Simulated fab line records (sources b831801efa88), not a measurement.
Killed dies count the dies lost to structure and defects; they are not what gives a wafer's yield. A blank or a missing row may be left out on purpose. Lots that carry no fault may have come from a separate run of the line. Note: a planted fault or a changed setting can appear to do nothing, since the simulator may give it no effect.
One fault through the eyes of 2 desks || flow sky130 || every desk sees just its own numbers, and what lay behind them comes last

METROLOGY DESK
Means of the sampled wafers that have a number, per lot and without regard to the tool the lot ran on: this is what the gauges read. A lot is out of limits, marked OUT, if its mean lies more than 4 standard deviations from the usual mean; the brackets give that distance.
Columns: A = METAL2_ALCU_RS at SKY_METAL2_RS_MEAS_05, usual 0.1268 ohm/sq; B = METAL2_ALCU_THK at SKY_METAL2_THK_MEAS_06, usual 245 nm
{"lot": "L676", "first seen here": "day 35 04:07", "A": 0.1243, "B": 249}
{"lot": "L677", "first seen here": "day 35 09:04", "A": 0.1259, "B": 247}
{"lot": "L678", "first seen here": "day 35 09:17", "A": 0.1261, "B": 248}
{"lot": "L679", "first seen here": "day 35 18:08", "A": 0.1283, "B": 244}
{"lot": "L681", "first seen here": "day 35 19:07", "A": 0.1270, "B": 245}
{"lot": "L682", "first seen here": "day 36 01:30", "A": 0.1278, "B": 246}
{"lot": "L683", "first seen here": "day 36 17:52", "A": 0.1274, "B": 241}
{"lot": "L684", "first seen here": "day 36 22:46", "A": 0.1261, "B": 245}
{"lot": "L685", "first seen here": "day 37 03:48", "A": 0.1276, "B": 242}
{"lot": "L686", "first seen here": "day 37 04:40", "A": 0.1275, "B": 242}
{"lot": "L687", "first seen here": "day 37 12:44", "A": 0.1273, "B": 243}
{"lot": "L691", "first seen here": "day 38 22:27", "A": "0.0856 (-34) OUT", "B": "397 (+45) OUT"}
{"lot": "L692", "first seen here": "day 39 01:34", "A": 0.1273, "B": 247}
{"lot": "L693", "first seen here": "day 39 07:37", "A": "0.1055 (-18) OUT", "B": "326 (+24) OUT"}
{"lot": "L694", "first seen here": "day 39 11:58", "A": "0.0844 (-35) OUT", "B": "403 (+47) OUT"}
Per this desk, out of limits: L691, L693, L694; the first was L691, day 38 22:27 (METAL2_ALCU_RS at SKY_METAL2_RS_MEAS_05). In limits: L676, L677, L678, L679, L681, L682, L683, L684, L685, L686, L687, L692.

TOOL OWNER'S DESK, pvd-sputter-02
The tool's own readings at SKY_METAL2_SPUTTER_02 (material AlCu, target thk 250 nm, time 13.3 s): means of the sampled wafers that have a number, for each lot that ran on this tool. A lot is out of limits, marked OUT, if its mean lies more than 4 standard deviations from the usual mean; the brackets give that distance.
Columns: A = throttle-valve-pct at SKY_METAL2_SPUTTER_02, usual 30.0 %
{"lot": "L676", "first seen here": "day 35 04:01", "A": 29.7}
{"lot": "L677", "first seen here": "day 35 08:58", "A": 30.7}
{"lot": "L679", "first seen here": "day 35 18:01", "A": 29.9}
{"lot": "L684", "first seen here": "day 36 22:40", "A": 29.4}
{"lot": "L686", "first seen here": "day 37 04:34", "A": 29.5}
{"lot": "L687", "first seen here": "day 37 12:39", "A": 29.3}
{"lot": "L691", "first seen here": "day 38 22:19", "A": 30.6}
{"lot": "L693", "first seen here": "day 39 07:31", "A": 29.7}
{"lot": "L694", "first seen here": "day 39 11:53", "A": 30.5}
Result from this desk: across the 9 lots, nothing is out of limits.

ALL TOGETHER
At day 38 22:27 the metrology desk could have sounded an alarm, on L691, L693, L694.
The tool owner's desk saw nothing out of limits.
On record at the tool owner's desk: L691, L693, L694, within its limits.
On pvd-sputter-02, each named lot ran SKY_METAL2_SPUTTER_02.

WHAT THE SIMULATOR PUT IN
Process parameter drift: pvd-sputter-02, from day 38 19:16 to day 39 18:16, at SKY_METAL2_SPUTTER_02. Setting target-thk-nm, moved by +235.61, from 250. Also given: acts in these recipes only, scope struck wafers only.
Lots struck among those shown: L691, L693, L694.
Hours from the fault's start to each desk's first reading out of limits: the metrology desk, 3.
